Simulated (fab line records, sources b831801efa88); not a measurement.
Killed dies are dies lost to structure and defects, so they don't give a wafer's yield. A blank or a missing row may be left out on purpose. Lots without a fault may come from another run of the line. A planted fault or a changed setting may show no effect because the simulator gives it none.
fab line records | flow sky130
record lots=11 wafers=33 last_day=50
route steps=708 shown RES_PROTECT@215 POLY_GATE@229 LDD_HVN@271 PAD_OPEN@708
lots that met no fault: from a run of the same line without faults
start_h: hours from the record's first day to the start of the lot's first wafer shown | wait_h: hours since the lot's step before | " the same as in the row above | L1.1+2: a row that stands for several wafers | - no value, or no start given | * or withheld: withheld | < > ~ a bound
route shown NAME@n: a module of which the file shows steps, and the number in the route of the first | usual: mean/standard deviation of fault-free wafers | same: alike in all rows | chamber/n: place in a boat | sites: the reading at each site | _std_site: their standard deviation | _edge_site: outer sites' mean less inner sites' | radius_mm: how far each site lies from the wafer's centre | mask NAME#n: copy n | behind: the tool/chamber that last shaped the wafer | hold: why the lot was held/for how many hours/how that ended | device: the transistor (n, p or np) that didn't switch | end of line: the same wafers' tests at the end of the route | a step without rows: its recipe alone | killed: dies lost to structure and defects at the first sort, not the wafer's yield | map: a wafer's dies, x killed, . not, _ none there
set.NAME: the setting as run; set.NAME@STEP: as run at that earlier step | model.NAME: the simulator's own value behind a step, which no gauge read
steps of the route over a sample of lots; a table a step, a row a wafer
services: from which hour (start_h, from the record's first day; less than 0 if before it) a tool's chamber was out of use, for how many hours, and why
## steps
# step SKY_RES_PROTECT_TW_MEAS_08
# usual POLY_GATE_TW=4035/23
# columns lot.wafer tool chamber start_h wait_h POLY_GATE_TW
L984.2 film_metro-02 - 343.24 0.1 4038
L984.4 " - " " 4034
L984.6 " - " " 4010
L987.2 film_metro-03 - 359.39 0.1 4047
L987.4 " - " " 4044
L987.6 " - " " 4038
L988.1 film_metro-01 - 368.02 0.1 4062
L988.5 " - " " 4061
L988.6 " - " " 4076
L998.1 film_metro-02 - 461.83 0.1 3995
L998.3 " - " " 4012
L998.4 " - " " 4005
L999.2 film_metro-02 - 474.14 0.1 4028
L999.3 " - " " 4010
L999.4 " - " " 4009
L100.1 film_metro-01 - 474.27 0.1 4001
L100.4 " - " " 4048
L100.6 " - " " 4026
L102.1 film_metro-01 - 489.21 0.1 4021
L102.3 " - " " 4023
L102.4 " - " " 4044
L103.2 film_metro-01 - 496.05 0.1 4016
L103.5 " - " " 4013
L103.6 " - " " 4027
L104.1 film_metro-01 - 505.88 0.1 4044
L104.4 " - " " 4026
L104.6 " - " " 4016
L106.2 film_metro-03 - 530.62 0.1 4110
L106.4 " - " " 4060
L106.5 " - " " 4076
L107.2 film_metro-02 - 533.32 0.1 4022
L107.4 " - " " 4047
L107.6 " - " " 4011
# step SKY_POLY_GATE_ETCH_15
# recipe chemistry=N2/H2 target=BARC ion_energy_ev=200 source_w=500 bias_w=100 pressure_mtorr=30 n2_flow_sccm=100 h2_flow_sccm=200 stop_on=SiO2 time_s=118.5 target_depth_a=1100
# usual bias_w=100.00/0.29 drypump_motor_current_A=5.5/0.48 n2_flow_sccm=100.02/0.29 oes_product_au=0.716/0.0043 throttle_valve_pct=13.212/0.0092
# columns lot.wafer tool chamber start_h wait_h bias_w drypump_motor_current_A n2_flow_sccm oes_product_au rf_hours_counter_h throttle_valve_pct
L984.2 rie_diel-03 0 373.19 0.0 100.43 4.6 100.25 0.713 67 13.216
L984.4 " 1 " " 100.38 5.0 99.97 0.713 58 13.213
L984.6 " 0 " " 100.29 4.6 99.84 0.716 - 13.206
L987.2 rie_diel-04 0 390.84 0.0 100.01 5.7 99.82 0.716 43 13.200
L987.4 " 3 " " 100.24 5.9 100.32 0.719 - 13.210
L987.6 " 1 " " 100.07 5.1 100.01 0.714 - 13.202
L988.1 rie_diel-03 1 402.11 0.0 99.95 5.0 100.21 0.707 59 13.206
L988.5 " 1 " " 99.68 5.0 99.74 0.715 - 13.229
L988.6 " 2 " " 100.34 5.9 99.91 0.723 - 13.203
L998.1 rie_diel-01 3 494.76 0.0 100.03 6.1 100.00 0.714 7 13.215
L998.3 " 1 " " 99.81 5.8 100.22 0.721 88 13.215
L998.4 " 0 " " 99.11 5.3 100.24 0.720 4 13.218
L999.2 rie_diel-04 1 507.81 0.0 99.49 5.0 100.16 0.708 43 13.199
L999.3 " 0 " " 100.64 5.7 99.88 0.723 46 13.210
L999.4 " 2 " " 99.81 6.3 100.26 0.717 81 13.220
L100.1 rie_diel-04 0 510.67 0.0 99.94 5.7 100.50 0.716 46 13.222
L100.4 " 3 " " 100.06 5.9 99.55 0.715 11 13.208
L100.6 " 3 " " 100.18 5.9 100.42 0.713 - 13.204
L102.1 rie_diel-03 1 521.76 0.0 100.28 5.0 99.42 0.716 61 13.218
L102.3 " 2 " " 99.97 6.0 100.04 0.722 3 13.208
L102.4 " 3 " " 100.04 5.8 99.68 0.719 12 13.201
L103.2 rie_diel-03 0 527.47 0.0 100.42 4.6 100.40 0.726 70 13.224
L103.5 " 2 " " 99.95 6.0 100.35 0.725 - 13.208
L103.6 " 1 " " 99.84 5.0 100.30 0.718 - 13.215
L104.1 rie_diel-03 0 537.12 0.0 99.77 4.6 100.27 0.712 70 13.216
L104.4 " 1 " " 100.05 5.0 100.04 0.713 62 13.205
L104.6 " 1 " " 100.29 5.0 99.57 0.713 - 13.232
L106.2 rie_diel-01 0 562.36 0.0 100.64 5.3 99.79 0.719 5 13.213
L106.4 " 3 " " 100.36 6.0 99.83 0.718 - 13.201
L106.5 " 0 " " 100.02 5.3 99.47 0.712 - 13.225
L107.2 rie_diel-04 1 568.41 0.0 100.14 5.1 99.93 0.716 44 13.209
L107.4 " 2 " " 100.19 6.3 100.08 0.710 0 13.202
L107.6 " 2 " " 100.31 6.3 100.27 0.723 - 13.211
# step SKY_POLY_GATE_THK_MEAS_21
# recipe reads=SiO2_of_POLY_GATE_OXIDATION_20
# usual POLY_GATE_OXIDATION_THK=4.01/0.08
# columns lot.wafer tool chamber start_h wait_h POLY_GATE_OXIDATION_THK[nm]
L984.2 film_metro-03 - 375.65 0.0 3.97
L984.4 " - " " 3.95
L984.6 " - " " 3.96
L987.2 film_metro-01 - 394.09 0.0 4.13
L987.4 " - " " 4.07
L987.6 " - " " 4.06
L988.1 film_metro-01 - 404.34 0.0 3.99
L988.5 " - " " 3.97
L988.6 " - " " 3.96
L998.1 film_metro-03 - 496.40 0.0 3.97
L998.3 " - " " 4.03
L998.4 " - " " 3.99
L999.2 film_metro-04 - 509.46 0.0 3.98
L999.3 " - " " 3.92
L999.4 " - " " 3.95
L100.1 film_metro-01 - 512.31 0.0 4.06
L100.4 " - " " 3.98
L100.6 " - " " 3.99
L102.1 film_metro-03 - 523.40 0.0 3.99
L102.3 " - " " 4.06
L102.4 " - " " 3.99
L103.2 film_metro-01 - 529.12 0.0 4.22
L103.5 " - " " 4.13
L103.6 " - " " 4.21
L104.1 film_metro-03 - 538.76 0.0 4.13
L104.4 " - " " 4.08
L104.6 " - " " 4.07
L106.2 film_metro-04 - 564.72 0.0 4.02
L106.4 " - " " 4.01
L106.5 " - " " 3.96
L107.2 film_metro-04 - 570.06 0.0 3.78
L107.4 " - " " 3.86
L107.6 " - " " 3.89
# step SKY_LDD_HVN_EXPOSE_04
# recipe mask_id=HVNTM na=0.6 source_shape=conventional sigma_outer=0.6 polarization=unpolarized target_cd_nm=700 dose_mj=127
# columns lot.wafer tool chamber start_h wait_h mask
L984.2+4+6 iline_stepper-02 0 453.18 - HVNTM#0
L987.2+4+6 iline_stepper-02 0 473.25 - HVNTM#0
L988.1+5+6 iline_stepper-02 0 483.97 - HVPTM#0
L998.1+3+4 iline_stepper-02 0 573.06 - HVNTM#0
L999.2+3+4 iline_stepper-01 0 585.77 - HVNTM#0
L100.1+4+6 iline_stepper-01 0 587.48 - HVNTM#0
L102.1+3+4 iline_stepper-02 0 600.25 - HVNTM#0
L103.2+5+6 iline_stepper-02 0 603.85 - HVNTM#0
L104.1+4+6 iline_stepper-02 0 612.68 - HVNTM#0
L106.2+4+5 iline_stepper-02 0 640.43 - HVNTM#0
L107.2+4+6 iline_stepper-01 0 643.66 - HVNTM#0
# step SKY_LDD_HVN_OVL_MEAS_07
# usual LDD_HVN_OVL=-0.7/1.4
# columns lot.wafer tool chamber start_h wait_h LDD_HVN_OVL[nm]
L984.2 overlay-01 - 468.62 0.1 -0.5
L984.4 " - " " -1.6
L984.6 " - " " -2.4
L987.2 overlay-01 - 488.01 0.1 -1.6
L987.4 " - " " -2.4
L987.6 " - " " -0.5
L988.1 overlay-02 - 499.03 0.1 -
L988.5 " - " " -
L988.6 " - " " -
L998.1 overlay-01 - 586.58 0.1 -0.6
L998.3 " - " " 0.0
L998.4 " - " " 0.1
L999.2 overlay-01 - 600.61 0.1 -4.1
L999.3 " - " " -3.2
L999.4 " - " " -2.4
L100.1 overlay-01 - 602.41 0.1 -0.3
L100.4 " - " " -2.7
L100.6 " - " " -0.1
L102.1 overlay-01 - 613.97 0.1 -0.8
L102.3 " - " " 0.5
L102.4 " - " " -0.3
L103.2 overlay-01 - 617.71 0.1 1.5
L103.5 " - " " 1.3
L103.6 " - " " 1.1
L104.1 overlay-02 - 627.07 0.1 0.3
L104.4 " - " " -1.0
L104.6 " - " " -0.4
L106.2 overlay-02 - 653.96 0.1 -1.9
L106.4 " - " " -2.2
L106.5 " - " " 0.1
L107.2 overlay-01 - 657.13 0.1 -1.7
L107.4 " - " " 0.1
L107.6 " - " " -0.4
# step SKY_LDD_HVN_TW_MEAS_10
# usual LDD_HVN_TW=1441/16
# columns lot.wafer tool chamber start_h wait_h hold LDD_HVN_TW
L984.2 film_metro-03 - 468.91 0.1 - 1456
L984.4 " - " " - 1451
L984.6 " - " " - 1456
L987.2 film_metro-03 - 488.30 0.1 - 1462
L987.4 " - " " - 1456
L987.6 " - " " - 1453
L988.1 film_metro-04 - 499.31 0.1 await_dispo/0.2h/release 30
L988.5 " - " " await_dispo/0.2h/release 30
L988.6 " - " " await_dispo/0.2h/release 30
L988.1 film_metro-04 - 499.54 0.2 - 30
L988.5 " - " " - 30
L988.6 " - " " - 30
L998.1 film_metro-01 - 586.86 0.1 - 1437
L998.3 " - " " - 1430
L998.4 " - " " - 1434
L999.2 film_metro-03 - 600.93 0.1 - 1469
L999.3 " - " " - 1474
L999.4 " - " " - 1464
L100.1 film_metro-03 - 602.69 0.1 - 1465
L100.4 " - " " - 1473
L100.6 " - " " - 1470
L102.1 film_metro-01 - 614.25 0.1 - 1439
L102.3 " - " " - 1442
L102.4 " - " " - 1438
L103.2 film_metro-04 - 618.00 0.1 - 1427
L103.5 " - " " - 1426
L103.6 " - " " - 1431
L104.1 film_metro-03 - 627.35 0.1 - 1455
L104.4 " - " " - 1464
L104.6 " - " " - 1457
L106.2 film_metro-03 - 654.25 0.1 - 1446
L106.4 " - " " - 1454
L106.5 " - " " - 1457
L107.2 film_metro-03 - 657.42 0.1 - 1457
L107.4 " - " " - 1455
L107.6 " - " " - 1451
# step SKY_PAD_OPEN_PROBE_99
# usual defect_limited_yield=82.7/2 killed_at_M0_to_M3=42/6.8 killed_at_M4_up=3.2/1.8 killed_at_contacts=25/5.4 killed_at_front_end=15/4.5 killed_at_other=0.3/0.56 killed_dies=85/9.7 killed_open=46/7.1 killed_short=39/6.5 sort_bin_3_pad_short=0.9/0.42 sort_bin_5_function=10.4/1.5 sort_bin_6_memory=6.1/1.1 sort_n_pass=407/9.7 sort_yield_pct=82.7/2
# same gross_dies=492 killed_at_back_side=0 sort_bin_4_leakage[%]=0 sort_bin_8_speed[%]=0
# columns lot.wafer tool chamber start_h wait_h defect_limited_yield[%] killed_at_M0_to_M3 killed_at_M4_up killed_at_contacts killed_at_front_end killed_at_other killed_dies killed_open killed_short sort_bin_3_pad_short[%] sort_bin_5_function[%] sort_bin_6_memory[%] sort_n_pass sort_yield_pct[%]
L102.1 prober-01 - 1174.28 0.1 83.1 49 1 20 13 0 83 40 43 1.2 10.0 5.7 409 83.1
L102.3 prober-01 - 1174.38 0.2 82.1 41 4 19 24 0 88 43 45 1.0 9.6 7.3 404 82.1
L102.4 prober-01 - 1174.43 0.2 77.8 43 2 38 26 0 109 55 54 0.6 14.8 6.7 383 77.8
L104.1 prober-01 - 1181.42 0.1 82.7 42 1 25 17 0 85 49 36 0.8 10.2 6.3 407 82.7
L104.4 prober-01 - 1181.57 0.2 87.0 28 3 23 9 1 64 39 25 1.0 6.7 5.3 428 87.0
L104.6 prober-01 - 1181.67 0.2 86.6 32 2 21 11 0 66 27 39 1.0 7.9 4.5 426 86.6
L107.2 prober-01 - 1197.44 0.1 81.7 42 1 26 20 1 90 54 35 1.2 11.6 5.5 402 81.7
L107.4 prober-01 - 1197.54 0.2 85.0 42 0 19 12 1 74 34 38 0.2 9.1 5.7 418 85.0
L107.6 prober-01 - 1197.64 0.2 81.3 44 2 28 18 0 92 57 34 0.6 10.8 7.3 400 81.3
L106.2 prober-02 - 1198.09 0.1 81.1 34 3 30 26 0 93 50 43 0.8 12.6 5.5 399 81.1
L106.4 prober-02 - 1198.19 0.2 82.7 44 0 28 13 0 85 51 34 0.6 10.2 6.5 407 82.7
L106.5 prober-02 - 1198.24 0.2 82.1 42 1 27 18 0 88 46 42 1.6 10.2 6.1 404 82.1
# killed by level:class
L102.1 CONTACT:geometric_particle:open=10 VIA3:geometric_particle:open=9 METAL1:geometric_particle:short=8 VIA1:geometric_particle:open=8 METAL2:geometric_particle:short=6 FIELD_ISO:geometric_particle:short=5 LOCAL_INTERCONNECT:geometric_particle:short=5 METAL3:geometric_particle:short=5
L102.3 FIELD_ISO:geometric_particle:short=9 CONTACT:geometric_particle:open=8 VIA1:geometric_particle:open=8 LI_CONTACT:geometric_particle:open=6 METAL1:geometric_particle:short=6 VIA2:geometric_particle:open=6 POLY_GATE:geometric_particle:short=5 VIA1:geometric_particle:short=5
L102.4 CONTACT:geometric_particle:open=13 LOCAL_INTERCONNECT:geometric_particle:short=9 VIA1:geometric_particle:open=9 FIELD_ISO:geometric_particle:short=8 FIELD_ISO:geometric_particle:open=8 LI_CONTACT:geometric_particle:open=8 CONTACT:geometric_particle:short=7 VIA2:geometric_particle:open=7
L104.1 CONTACT:geometric_particle:open=12 VIA1:geometric_particle:open=12 LI_CONTACT:geometric_particle:open=7 FIELD_ISO:geometric_particle:short=6 VIA3:geometric_particle:open=6 METAL2:geometric_particle:short=6 VIA1:geometric_particle:short=5 VIA2:geometric_particle:open=5
L104.4 CONTACT:geometric_particle:open=8 VIA1:geometric_particle:open=7 LI_CONTACT:geometric_particle:open=6 LI_CONTACT:geometric_particle:short=4 METAL1:geometric_particle:short=4 VIA2:geometric_particle:open=4 LOCAL_INTERCONNECT:geometric_particle:short=3 METAL2:geometric_particle:short=3
L104.6 METAL1:geometric_particle:short=10 CONTACT:geometric_particle:open=9 LI_CONTACT:geometric_particle:open=5 VIA1:geometric_particle:open=5 VIA2:geometric_particle:short=4 POLY_CUT:geometric_particle:short=3 METAL2:geometric_particle:short=3 LOCAL_INTERCONNECT:geometric_particle:short=3
L107.2 VIA1:geometric_particle:open=14 VIA2:geometric_particle:open=9 CONTACT:geometric_particle:open=8 LI_CONTACT:geometric_particle:open=8 CONTACT:geometric_particle:short=6 METAL1:geometric_particle:short=6 FIELD_ISO:geometric_particle:open=5 POLY_GATE:geometric_particle:short=5
L107.4 VIA1:geometric_particle:open=8 METAL1:geometric_particle:short=6 VIA2:geometric_particle:short=6 FIELD_ISO:geometric_particle:open=5 LI_CONTACT:geometric_particle:open=5 VIA1:geometric_particle:short=5 LI_CONTACT:geometric_particle:short=4 CONTACT:geometric_particle:short=4
L107.6 LI_CONTACT:geometric_particle:open=11 CONTACT:geometric_particle:open=10 VIA3:geometric_particle:open=9 POLY_GATE:geometric_particle:short=7 VIA1:geometric_particle:open=7 VIA1:geometric_particle:short=7 VIA2:geometric_particle:open=5 POLY_GATE:geometric_particle:open=4
L106.2 FIELD_ISO:geometric_particle:short=10 VIA1:geometric_particle:open=9 CONTACT:geometric_particle:open=9 LI_CONTACT:geometric_particle:open=7 FIELD_ISO:geometric_particle:open=6 METAL2:geometric_particle:short=6 CONTACT:geometric_particle:short=5 VIA3:geometric_particle:open=5
L106.4 VIA1:geometric_particle:open=13 LI_CONTACT:geometric_particle:open=12 VIA2:geometric_particle:open=7 LOCAL_INTERCONNECT:geometric_particle:short=6 CONTACT:geometric_particle:open=6 FIELD_ISO:geometric_particle:short=5 VIA3:geometric_particle:open=5 FIELD_ISO:geometric_particle:open=4
L106.5 VIA1:geometric_particle:open=12 FIELD_ISO:geometric_particle:open=7 LI_CONTACT:geometric_particle:open=7 LI_CONTACT:geometric_particle:short=6 METAL2:geometric_particle:short=5 LOCAL_INTERCONNECT:geometric_particle:short=5 CONTACT:geometric_particle:open=5 METAL1:geometric_particle:short=5
## services
# columns tool chamber start_h hours kind
iline_stepper-02 - 361.57 1.7 pm
iline_stepper-02 0 371.80 - calibration
rie_diel-04 - 394.07 0.3 repair
rie_diel-04 3 405.13 2.7 repair
rie_diel-01 1 408.55 7.8 repair
rie_diel-04 - 419.47 0.9 repair
iline_stepper-01 - 428.75 1.7 pm
iline_stepper-01 - 450.12 4.7 repair
rie_diel-04 3 485.82 6.1 repair
rie_diel-03 - 490.41 12.3 repair
iline_stepper-02 - 501.87 - calibration
rie_diel-03 2 510.72 5.1 repair
rie_diel-03 - 547.29 0.3 repair
rie_diel-03 3 555.60 6.9 repair
rie_diel-01 1 560.51 4.7 repair
rie_diel-03 - 562.28 2.8 pm
rie_diel-03 - 584.22 0.3 repair
rie_diel-01 2 584.29 14.7 repair
iline_stepper-02 0 586.27 - calibration
rie_diel-04 0 605.08 6.5 repair
rie_diel-04 3 617.41 3.4 repair
rie_diel-03 1 622.78 2.8 repair
iline_stepper-01 - 628.67 8.9 pm
iline_stepper-01 - 637.90 5.3 repair
## key
first_sign step=SKY_LDD_HVN_EXPOSE_04 reading=mask direction=changed
effect step=SKY_LDD_HVN_OVL_MEAS_07 reading=LDD_HVN_OVL direction=missing
effect step=SKY_LDD_HVN_TW_MEAS_10 reading=visit direction=added
effect step=SKY_LDD_HVN_TW_MEAS_10 reading=LDD_HVN_TW direction=down sigmas=91 usual=1441 struck=30
met_at SKY_LDD_HVN_EXPOSE_04
struck_lots L988
scrapped_behind SKY_LDD_HVN_TW_MEAS_10 L988.1,L988.5,L988.6
not_acting_at SKY_RES_PROTECT_TW_MEAS_08,SKY_POLY_GATE_ETCH_15,SKY_POLY_GATE_THK_MEAS_21
onset_between 473.25 483.97
fault kind=wrong_mask tool=any chamber=- onset_h=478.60 steps=SKY_LDD_HVN_EXPOSE_04 aux_copy=HVPTM#0 scope=struck_lots_only
